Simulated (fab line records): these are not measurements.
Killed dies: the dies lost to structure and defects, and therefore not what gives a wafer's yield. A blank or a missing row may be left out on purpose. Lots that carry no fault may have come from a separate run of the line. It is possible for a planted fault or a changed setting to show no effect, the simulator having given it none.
Which of the tools did it? || flow gf180mcu || 35 wafers from 12 lots sampled at 5 of the route's 602 steps

WHAT THE GAUGES READ, wafer by wafer
GF_VT_IMPLANT_RS_MEAS_47: measurement is done with a four-point probe. Usual: for NWELL_RS the level is 488.2 ohm/sq and the standard deviation is 1.3.
{"lot": "L327", "measured": "day 7 13:01", "on": "filmMetro-03", "NWELL_RS (ohm/sq)": "486.2 487.0 487.1", "flag": ""}
{"lot": "L328", "measured": "day 7 19:50", "on": "filmMetro-04", "NWELL_RS (ohm/sq)": "489.9 489.5 489.1", "flag": ""}
{"lot": "L329", "measured": "day 8 02:26", "on": "filmMetro-04", "NWELL_RS (ohm/sq)": "488.3 490.0 489.9", "flag": ""}
{"lot": "L330", "measured": "day 8 07:34", "on": "filmMetro-03", "NWELL_RS (ohm/sq)": "489.2 489.2 489.2", "flag": ""}
{"lot": "L331", "measured": "day 8 18:23", "on": "filmMetro-04", "NWELL_RS (ohm/sq)": "490.5 490.5 489.4", "flag": ""}
{"lot": "L332", "measured": "day 8 23:35", "on": "filmMetro-03", "NWELL_RS (ohm/sq)": "488.6 486.8 488.8", "flag": ""}
{"lot": "L333", "measured": "day 9 05:28", "on": "filmMetro-04", "NWELL_RS (ohm/sq)": "487.1 488.0 487.8", "flag": ""}
{"lot": "L339", "measured": "day 10 22:11", "on": "filmMetro-03", "NWELL_RS (ohm/sq)": "502.5 502.1", "flag": "OFF"}
{"lot": "L340", "measured": "day 11 05:38", "on": "filmMetro-02", "NWELL_RS (ohm/sq)": "489.4 504.3 487.7", "flag": "OFF"}
{"lot": "L343", "measured": "day 12 02:14", "on": "filmMetro-03", "NWELL_RS (ohm/sq)": "490.8 490.1 489.6", "flag": ""}
{"lot": "L345", "measured": "day 12 13:17", "on": "filmMetro-02", "NWELL_RS (ohm/sq)": "485.9 484.6 487.2", "flag": ""}
{"lot": "L346", "measured": "day 12 20:47", "on": "filmMetro-04", "NWELL_RS (ohm/sq)": "485.4 488.6 486.3", "flag": ""}

GF_POLY_GATE_THK_MEAS_17. Usual: for POLY_GATE_OXIDATION_THK the level is 3.99 nm and the standard deviation is 0.074.
{"lot": "L327", "measured": "day 9 06:25", "on": "filmMetro-02", "POLY_GATE_OXIDATION_THK (nm)": "4.00 3.90 4.04", "flag": ""}
{"lot": "L328", "measured": "day 9 14:34", "on": "filmMetro-02", "POLY_GATE_OXIDATION_THK (nm)": "3.93 3.90 3.96", "flag": ""}
{"lot": "L329", "measured": "day 9 22:19", "on": "filmMetro-01", "POLY_GATE_OXIDATION_THK (nm)": "3.96 3.97 3.93", "flag": ""}
{"lot": "L330", "measured": "day 10 01:04", "on": "filmMetro-01", "POLY_GATE_OXIDATION_THK (nm)": "3.97 3.96 4.02", "flag": ""}
{"lot": "L331", "measured": "day 10 12:29", "on": "filmMetro-03", "POLY_GATE_OXIDATION_THK (nm)": "4.08 4.07 4.15", "flag": ""}
{"lot": "L332", "measured": "day 10 18:07", "on": "filmMetro-02", "POLY_GATE_OXIDATION_THK (nm)": "4.06 4.08 4.08", "flag": ""}
{"lot": "L333", "measured": "day 11 00:23", "on": "filmMetro-01", "POLY_GATE_OXIDATION_THK (nm)": "4.20 4.20 4.08", "flag": ""}
{"lot": "L339", "measured": "day 12 17:33", "on": "filmMetro-02", "POLY_GATE_OXIDATION_THK (nm)": "4.11 4.06", "flag": ""}
{"lot": "L340", "measured": "day 13 03:06", "on": "filmMetro-03", "POLY_GATE_OXIDATION_THK (nm)": "3.87 3.84 3.91", "flag": ""}
{"lot": "L343", "measured": "day 14 02:15", "on": "filmMetro-02", "POLY_GATE_OXIDATION_THK (nm)": "3.82 3.88 3.82", "flag": ""}
{"lot": "L345", "measured": "day 14 16:18", "on": "filmMetro-02", "POLY_GATE_OXIDATION_THK (nm)": "3.88 3.95 3.87", "flag": ""}
{"lot": "L346", "measured": "day 14 22:19", "on": "filmMetro-01", "POLY_GATE_OXIDATION_THK (nm)": "3.94 3.95 3.99", "flag": ""}

GF_HV_LDD_TW_MEAS_11. Usual: for HV_LDD_TW the level is 2400 and the standard deviation is 19.
{"lot": "L327", "measured": "day 10 00:02", "on": "filmMetro-02", "HV_LDD_TW": "2416 2423 2416", "flag": ""}
{"lot": "L328", "measured": "day 10 08:28", "on": "filmMetro-03", "HV_LDD_TW": "2372 2378 2373", "flag": ""}
{"lot": "L329", "measured": "day 10 16:19", "on": "filmMetro-04", "HV_LDD_TW": "2404 2423 2419", "flag": ""}
{"lot": "L330", "measured": "day 10 19:01", "on": "filmMetro-03", "HV_LDD_TW": "2376 2379 2366", "flag": ""}
{"lot": "L331", "measured": "day 11 06:55", "on": "filmMetro-02", "HV_LDD_TW": "2409 2411 2418", "flag": ""}
{"lot": "L332", "measured": "day 11 12:40", "on": "filmMetro-03", "HV_LDD_TW": "2364 2384 2386", "flag": ""}
{"lot": "L333", "measured": "day 11 20:52", "on": "filmMetro-04", "HV_LDD_TW": "2426 2420 2412", "flag": ""}
{"lot": "L339", "measured": "day 13 13:15", "on": "filmMetro-03", "HV_LDD_TW": "2377 2380", "flag": ""}
{"lot": "L340", "measured": "day 14 00:19", "on": "filmMetro-04", "HV_LDD_TW": "2419 2410 2416", "flag": ""}
{"lot": "L343", "measured": "day 15 00:44", "on": "filmMetro-02", "HV_LDD_TW": "2399 2408 2401", "flag": ""}
{"lot": "L345", "measured": "day 15 14:01", "on": "filmMetro-04", "HV_LDD_TW": "2425 2413 2418", "flag": ""}
{"lot": "L346", "measured": "day 15 20:43", "on": "filmMetro-03", "HV_LDD_TW": "2367 2375 2366", "flag": ""}

WHICH TOOL RAN EACH LOT (tool, then ch and the chambers of the sampled wafers, then the start)
{"lot": "L327", "GF_NWELL_IMPLANT_08": "implanter-03 ch 0, day 3 07:09", "GF_HV_LDD_STRIP_10": "plasmaAsher-02 ch 0,1, day 9 23:57"}
{"lot": "L328", "GF_NWELL_IMPLANT_08": "implanter-03 ch 0, day 3 11:44", "GF_HV_LDD_STRIP_10": "plasmaAsher-01 ch 1, day 10 08:22"}
{"lot": "L329", "GF_NWELL_IMPLANT_08": "implanter-03 ch 0, day 3 16:57", "GF_HV_LDD_STRIP_10": "plasmaAsher-01 ch 0,1, day 10 16:13"}
{"lot": "L330", "GF_NWELL_IMPLANT_08": "implanter-02 ch 0, day 3 21:54", "GF_HV_LDD_STRIP_10": "plasmaAsher-01 ch 0,1, day 10 18:55"}
{"lot": "L331", "GF_NWELL_IMPLANT_08": "implanter-03 ch 0, day 4 06:37", "GF_HV_LDD_STRIP_10": "plasmaAsher-04 ch 0,1, day 11 06:49"}
{"lot": "L332", "GF_NWELL_IMPLANT_08": "implanter-01 ch 0, day 4 09:27", "GF_HV_LDD_STRIP_10": "plasmaAsher-02 ch 0,1, day 11 12:34"}
{"lot": "L333", "GF_NWELL_IMPLANT_08": "implanter-01 ch 0, day 4 16:07", "GF_HV_LDD_STRIP_10": "plasmaAsher-01 ch 0,1, day 11 20:46"}
{"lot": "L339", "GF_NWELL_IMPLANT_08": "implanter-01 ch 0, day 6 02:07", "GF_HV_LDD_STRIP_10": "plasmaAsher-04 ch 1, day 13 13:09"}
{"lot": "L340", "GF_NWELL_IMPLANT_08": "implanter-01 ch 0, day 6 07:00", "GF_HV_LDD_STRIP_10": "plasmaAsher-02 ch 0,1, day 14 00:13"}
{"lot": "L343", "GF_NWELL_IMPLANT_08": "implanter-02 ch 0, day 7 00:38", "GF_HV_LDD_STRIP_10": "plasmaAsher-02 ch 0, day 15 00:37"}
{"lot": "L345", "GF_NWELL_IMPLANT_08": "implanter-03 ch 0, day 7 11:27", "GF_HV_LDD_STRIP_10": "plasmaAsher-02 ch 0,1, day 15 13:55"}
{"lot": "L346", "GF_NWELL_IMPLANT_08": "implanter-03 ch 0, day 7 15:36", "GF_HV_LDD_STRIP_10": "plasmaAsher-01 ch 0,1, day 15 20:37"}
- GF_NWELL_IMPLANT_08
- GF_HV_LDD_STRIP_10: strips in O2/N2.

AS READ BY THE TOOLS THEMSELVES (means over the sampled wafers that have a number; for cases with no such wafer, the mark the record gives instead)
GF_HV_LDD_STRIP_10. Usual: chamberPressureMTorr 1500.1 mTorr, standard deviation 1.3; drypumpMotorCurrentA 5.52 A, standard deviation 0.19; heaterPowerW 322 W, standard deviation 8.6; oesProductAu 0.716 a.u., standard deviation 0.0042; stripTimeToEndpointS 12.62 s, standard deviation 0.039.
{"lot": "L327", "tool": "plasmaAsher-02", "chamberPressureMTorr (mTorr)": 1501.3, "drypumpMotorCurrentA (A)": 5.65, "heaterPowerW (W)": 320, "oesProductAu (a.u.)": 0.716, "stripTimeToEndpointS (s)": 12.59, "flag": ""}
{"lot": "L328", "tool": "plasmaAsher-01", "chamberPressureMTorr (mTorr)": 1500.8, "drypumpMotorCurrentA (A)": 5.30, "heaterPowerW (W)": 323, "oesProductAu (a.u.)": 0.713, "stripTimeToEndpointS (s)": 12.62, "flag": ""}
{"lot": "L329", "tool": "plasmaAsher-01", "chamberPressureMTorr (mTorr)": 1500.6, "drypumpMotorCurrentA (A)": 5.39, "heaterPowerW (W)": 318, "oesProductAu (a.u.)": 0.719, "stripTimeToEndpointS (s)": 12.58, "flag": ""}
{"lot": "L330", "tool": "plasmaAsher-01", "chamberPressureMTorr (mTorr)": 1499.7, "drypumpMotorCurrentA (A)": 5.46, "heaterPowerW (W)": 311, "oesProductAu (a.u.)": 0.717, "stripTimeToEndpointS (s)": 12.66, "flag": ""}
{"lot": "L331", "tool": "plasmaAsher-04", "chamberPressureMTorr (mTorr)": 1500.0, "drypumpMotorCurrentA (A)": 5.35, "heaterPowerW (W)": 334, "oesProductAu (a.u.)": 0.712, "stripTimeToEndpointS (s)": 12.69, "flag": ""}
{"lot": "L332", "tool": "plasmaAsher-02", "chamberPressureMTorr (mTorr)": 1501.9, "drypumpMotorCurrentA (A)": 5.76, "heaterPowerW (W)": 323, "oesProductAu (a.u.)": 0.722, "stripTimeToEndpointS (s)": 12.63, "flag": ""}
{"lot": "L333", "tool": "plasmaAsher-01", "chamberPressureMTorr (mTorr)": 1500.1, "drypumpMotorCurrentA (A)": 5.47, "heaterPowerW (W)": 312, "oesProductAu (a.u.)": 0.716, "stripTimeToEndpointS (s)": 12.61, "flag": ""}
{"lot": "L339", "tool": "plasmaAsher-04", "chamberPressureMTorr (mTorr)": 1498.9, "drypumpMotorCurrentA (A)": 5.58, "heaterPowerW (W)": 333, "oesProductAu (a.u.)": 0.713, "stripTimeToEndpointS (s)": 12.69, "flag": ""}
{"lot": "L340", "tool": "plasmaAsher-02", "chamberPressureMTorr (mTorr)": 1500.2, "drypumpMotorCurrentA (A)": 5.64, "heaterPowerW (W)": 322, "oesProductAu (a.u.)": 0.714, "stripTimeToEndpointS (s)": 12.64, "flag": ""}
{"lot": "L343", "tool": "plasmaAsher-02", "chamberPressureMTorr (mTorr)": 1499.5, "drypumpMotorCurrentA (A)": 5.54, "heaterPowerW (W)": 320, "oesProductAu (a.u.)": 0.718, "stripTimeToEndpointS (s)": 12.59, "flag": ""}
{"lot": "L345", "tool": "plasmaAsher-02", "chamberPressureMTorr (mTorr)": 1499.5, "drypumpMotorCurrentA (A)": 5.66, "heaterPowerW (W)": 320, "oesProductAu (a.u.)": 0.722, "stripTimeToEndpointS (s)": 12.62, "flag": ""}
{"lot": "L346", "tool": "plasmaAsher-01", "chamberPressureMTorr (mTorr)": 1499.0, "drypumpMotorCurrentA (A)": 5.40, "heaterPowerW (W)": 322, "oesProductAu (a.u.)": 0.715, "stripTimeToEndpointS (s)": 12.62, "flag": ""}

THE ANSWER, worked out from the rows above alone
Rule: take the mean of a lot's wafers that have a number; if it is more than 3 standard deviations from the usual mean, the lot is off. Also off: a lot with no number at a reading for which 4 or more lots have one. Where the step has rows for the other lots, those lots are counted as sound. First the gauges in route order, then the tools' own readings, where a lot's mean is used as printed above. The first step at which some lot is off is used, and at that step the reading that is off furthest; a lot without a number counts as furthest.
Off: L339, L340, seen at GF_VT_IMPLANT_RS_MEAS_47 (NWELL_RS).
A tool fits if, at a process step before that reading, it ran every lot that is off, and no sound lot after the first of them. The gauges at GF_VT_IMPLANT_RS_MEAS_47 are tried like those tools. One candidate fits, namely implanter-01 at GF_NWELL_IMPLANT_08. Its last sound lot is L333 (day 4 16:07), its first lot that is off L339 (day 6 02:07): a fault that began between those two fits.

WHAT THE SIMULATOR HAD PUT IN
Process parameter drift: implanter-01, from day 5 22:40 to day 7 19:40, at GF_NWELL_IMPLANT_08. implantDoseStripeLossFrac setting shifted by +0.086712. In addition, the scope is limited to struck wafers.
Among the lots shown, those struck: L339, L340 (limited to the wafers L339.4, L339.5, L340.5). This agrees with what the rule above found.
